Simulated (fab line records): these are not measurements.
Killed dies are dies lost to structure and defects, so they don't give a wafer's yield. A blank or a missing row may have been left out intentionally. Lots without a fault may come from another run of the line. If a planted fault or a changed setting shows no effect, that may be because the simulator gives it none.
Which tool did it?	flow sky130	Sampling: 12 lots, 36 wafers, 5 of 708 route steps

## WHAT EACH GAUGE READ, for each wafer
SKY_VIA1_OVL_MEAS_13. Usual: for VIA1_OVL the level is 0 nm and the standard deviation is 6.6.
lot	measured	on	VIA1_OVL (nm)	flag
L522	day 33 21:40	overlay-01	1 1 11	
L524	day 34 12:23	overlay-02	0 -10 -10	
L525	day 35 00:04	overlay-01	-7 1 -3	
L527	day 36 05:12	overlay-01	-6 -1 0	
L528	day 36 08:35	overlay-01	0 -3 1	
L531	day 37 15:05	overlay-02	-6 -5 -3	
L533	day 38 11:11	overlay-01	12 7 14	
L539	day 39 18:46	overlay-01	-13 -10 -3	
L541	day 39 21:54	overlay-01	-7 5 2	
L542	day 40 20:26	overlay-01	-1 4 1	
L544	day 40 23:26	overlay-02	-7 -1 -7	
L545	day 41 02:59	overlay-01	-1 6 3	

## EACH LOT AND THE TOOL THAT RAN IT (in order: tool; ch and the chambers of the sampled wafers; start)
lot	SKY_LDD_P_COAT_02	SKY_LDD_P_STRIP_10	SKY_SD_N_RTA_14	SKY_METAL1_SPUTTER_03
L522	litho track-02 ch 0, day 18 08:07	plasma asher-02 ch 0,1, day 18 22:25	rtp anneal-02 ch 0, day 27 18:21	pvd sputter-03, day 31 13:48
L524	litho track-03 ch 0, day 19 02:22	plasma asher-01 ch 0,1, day 19 17:47	rtp anneal-02 ch 0, day 28 13:50	pvd sputter-03, day 32 06:07
L525	litho track-03 ch 0, day 19 09:00	plasma asher-02 ch 0,1, day 20 01:29	rtp anneal-01 ch 0, day 28 23:31	pvd sputter-04, day 32 17:43
L527	litho track-02 ch 0, day 20 22:52	plasma asher-01 ch 0,1, day 21 14:56	rtp anneal-01 ch 0, day 30 08:47	pvd sputter-02, day 33 23:40
L528	litho track-03 ch 0, day 21 01:10	plasma asher-04 ch 0,1, day 21 16:50	rtp anneal-02 ch 0, day 30 11:08	pvd sputter-03, day 34 01:55
L531	litho track-01 ch 0, day 22 17:38	plasma asher-01 ch 0,1, day 23 09:12	rtp anneal-01 ch 0, day 31 19:08	pvd sputter-04, day 35 08:59
L533	litho track-03 ch 0, day 23 12:21	plasma asher-02 ch 0,1, day 24 04:08	rtp anneal-02 ch 0, day 32 18:19	pvd sputter-03, day 36 06:28
L539	litho track-03 ch 0, day 25 06:39	plasma asher-01 ch 0,1, day 25 21:18	rtp anneal-02 ch 0, day 34 03:20	pvd sputter-04, day 37 14:50
L541	litho track-02 ch 0, day 25 08:13	plasma asher-04 ch 0,1, day 25 23:09	rtp anneal-01 ch 0, day 34 06:42	pvd sputter-04, day 37 17:44
L542	litho track-02 ch 0, day 26 13:47	plasma asher-04 ch 0,1, day 27 03:43	rtp anneal-02 ch 0, day 35 07:00	pvd sputter-03, day 38 17:29
L544	litho track-01 ch 0, day 26 15:38	plasma asher-01 ch 0,1, day 27 05:29	rtp anneal-01 ch 0, day 35 09:31	pvd sputter-03, day 38 20:49
L545	litho track-01 ch 0, day 26 23:19	plasma asher-04 ch 0,1, day 27 14:11	rtp anneal-01 ch 0, day 35 14:17	pvd sputter-02, day 38 23:45
- SKY_LDD_P_COAT_02: resist thk 1140 nm.
- SKY_LDD_P_STRIP_10: strips in O2/N2.
- SKY_SD_N_RTA_14: time 2 s.
- SKY_METAL1_SPUTTER_03: material Ti, target thk 5 nm, time 3.3 s.

## WHAT THE TOOLS THEMSELVES READ (means of the sampled wafers that have a number; where no wafer has one, the mark that the record gives instead)
SKY_LDD_P_STRIP_10. Usual: drypump motor current A 5.76 A, standard deviation 0.24; o2 flow sccm 2999 sccm, standard deviation 8.6; oes product au 0.716 a.u., standard deviation 0.0044; strip time to endpoint s 14.18 s, standard deviation 0.042.
lot	tool	drypump motor current A (A)	o2 flow sccm (sccm)	oes product au (a.u.)	strip time to endpoint s (s)	flag
L522	plasma asher-02	5.53	3000	0.717	14.20	
L524	plasma asher-01	5.69	3004	0.712	14.17	
L525	plasma asher-02	5.58	3002	0.716	14.15	
L527	plasma asher-01	5.77	2999	0.710	14.23	
L528	plasma asher-04	6.07	3004	0.718	14.25	
L531	plasma asher-01	5.67	2993	0.715	13.65	OFF
L533	plasma asher-02	5.54	3002	0.713	14.25	
L539	plasma asher-01	5.67	3006	0.714	14.11	
L541	plasma asher-04	6.08	2994	0.715	14.17	
L542	plasma asher-04	5.94	3000	0.716	14.17	
L544	plasma asher-01	5.74	3005	0.717	14.20	
L545	plasma asher-04	6.08	2983	0.716	14.21	

SKY_SD_N_RTA_14. Usual: chamber o2 ppm 1.997, standard deviation 0.02; lamp power pct 15.74 %, standard deviation 0.053; wafer_temp_C_max 1077.9, standard deviation 1.3.
lot	tool	chamber o2 ppm	lamp power pct (%)	wafer_temp_C_max	flag
L522	rtp anneal-02	2.000	15.73	1078.6	
L524	rtp anneal-02	1.995	15.74	1078.5	
L525	rtp anneal-01	1.989	15.78	1077.4	
L527	rtp anneal-01	1.996	15.77	1077.9	
L528	rtp anneal-02	1.999	15.74	1078.2	
L531	rtp anneal-01	1.994	15.74	1077.4	
L533	rtp anneal-02	1.988	15.78	1078.1	
L539	rtp anneal-02	1.980	15.75	1077.5	
L541	rtp anneal-01	2.000	15.75	1078.2	
L542	rtp anneal-02	2.001	15.71	1078.1	
L544	rtp anneal-01	1.970	15.76	1077.2	
L545	rtp anneal-01	1.998	15.74	1079.0	

SKY_METAL1_SPUTTER_03. Usual: 29.8 % for throttle valve pct, sd 0.79.
lot	tool	throttle valve pct (%)	flag
L522	pvd sputter-03	29.7	
L524	pvd sputter-03	29.4	
L525	pvd sputter-04	29.5	
L527	pvd sputter-02	30.2	
L528	pvd sputter-03	29.7	
L531	pvd sputter-04	29.8	
L533	pvd sputter-03	29.3	
L539	pvd sputter-04	29.3	
L541	pvd sputter-04	30.1	
L542	pvd sputter-03	29.5	
L544	pvd sputter-03	29.4	
L545	pvd sputter-02	29.9	

## THE ANSWER, worked out from the rows above alone
Rule: a lot is off if the mean of its wafers that have a number lies more than 3 standard deviations from the usual mean. Also off: a lot with no number at a reading for which 4 or more lots have one. Any other lot the step has rows for is counted as sound. After the gauges, taken in route order, come the tools' own readings; for these a lot's mean is taken, as printed above. At the first step where some lot is off, the reading lying furthest off is the one used; lots without a number count as furthest.
Off, at SKY_LDD_P_STRIP_10 on strip time to endpoint s: L531.
If a tool, at that step or one of the process steps before it, ran each lot that is off and ran no sound lot following the first of them, it fits. Of those tried, none fits.

## WHAT THE SIMULATOR HAD INSERTED
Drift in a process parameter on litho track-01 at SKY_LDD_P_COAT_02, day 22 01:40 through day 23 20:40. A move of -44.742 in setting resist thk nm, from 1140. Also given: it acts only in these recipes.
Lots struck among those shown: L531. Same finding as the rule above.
